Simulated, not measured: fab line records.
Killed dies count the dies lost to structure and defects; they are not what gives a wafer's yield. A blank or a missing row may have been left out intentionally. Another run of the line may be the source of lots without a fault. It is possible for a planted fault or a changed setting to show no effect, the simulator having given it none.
Struck lot and sound lot, side by side | flow sky130 | 15 steps out of a route of 708
Sound: these wafers, L764.2, L764.4, L764.5. Wafers L769.1, L769.4, L769.5 were the ones struck. The cause comes at the end.
For every step that has rows: the tool of each side, followed by ch and its chambers, followed by its first start. Under that, the readings that differ: sound wafers | struck wafers | difference of the means | sigmas: that difference in standard deviations of wafers without a fault.
alike: same words and numbers on both sides, and readings whose means sit less than 2 such deviations apart. not compared: any withheld reading, any reading some wafer has no value for, any bound like >300 that may hide the same value, and any number with overlapping values for which the record gives no deviation.
Wherever a step has rows on one side only, a row that says differs or no value, or a row with sigmas, the two part there. Numbers that don't overlap but have no deviation are shown without sigmas and don't part them. A reading missing from all wafers of one side parts the sides only when that side holds two or more wafers.

first, 6 steps without rows for these wafers: SKY_LDD_N_HMDS_01 (prime time 60 s); SKY_LDD_N_COAT_02 (resist thk 300 nm); SKY_LDD_N_SOFTBAKE_03 (time 60 s); SKY_LDD_N_EXPOSE_04 (exposes mask NTM, target cd 840 nm); SKY_LDD_N_PEB_05; SKY_LDD_N_DEVELOP_06 (develop time 60 s).
SKY_LDD_N_OVL_MEAS_07:
  sound on overlay-02, day 20 00:49; struck on overlay-02, day 21 18:35
  alike: LDD_N_OVL
then, 5 steps without rows for these wafers: SKY_LDD_N_IMPLANT_08; SKY_LDD_N_IMPLANT_09; SKY_LDD_N_IMPLANT_10; SKY_LDD_N_IMPLANT_11; SKY_LDD_N_IMPLANT_12.
SKY_LDD_N_IMPLANT_13:
  sound on implanter-02 ch 0, day 20 01:37; struck on implanter-02 ch 0, day 21 19:23
  reading            | sound                | struck               | difference | sigmas
  tilt deg (degrees) | 29.998 30.012 30.007 | -0.017 -0.004 -0.023 | -30.020    | -99 or more
then, 1 step without rows for these wafers: SKY_LDD_N_IMPLANT_14.
-- record jumps: 27 days separate the struck wafers' starts on either side; left off in module LDD_N, taken up again in module PAD_OPEN, whose first shown step is the route's number 708 --
SKY_PAD_OPEN_PROBE_99:
  sound on prober-02, day 47 11:07; struck on prober-01, day 48 14:16
  reading                                   | sound                | struck               | difference | sigmas
  model.etest.nfet_01v8_turned.vt sat v (V) | 0.6374 0.6463 0.6564 | 0.6784 0.6799 0.6772 | +0.0318    |
  alike: killed_at_M0_to_M3, killed_at_M4_up, killed at contacts, killed at front end, killed at other, killed dies, killed open, killed short

== WHERE THEY PART ==
Only at SKY_LDD_N_IMPLANT_13, within this record. Later steps at which nothing parts them and some readings are alike: SKY_PAD_OPEN_PROBE_99.

WHY: whatever the simulator had introduced
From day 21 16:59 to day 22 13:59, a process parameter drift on implanter-02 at SKY_LDD_N_IMPLANT_13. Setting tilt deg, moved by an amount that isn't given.
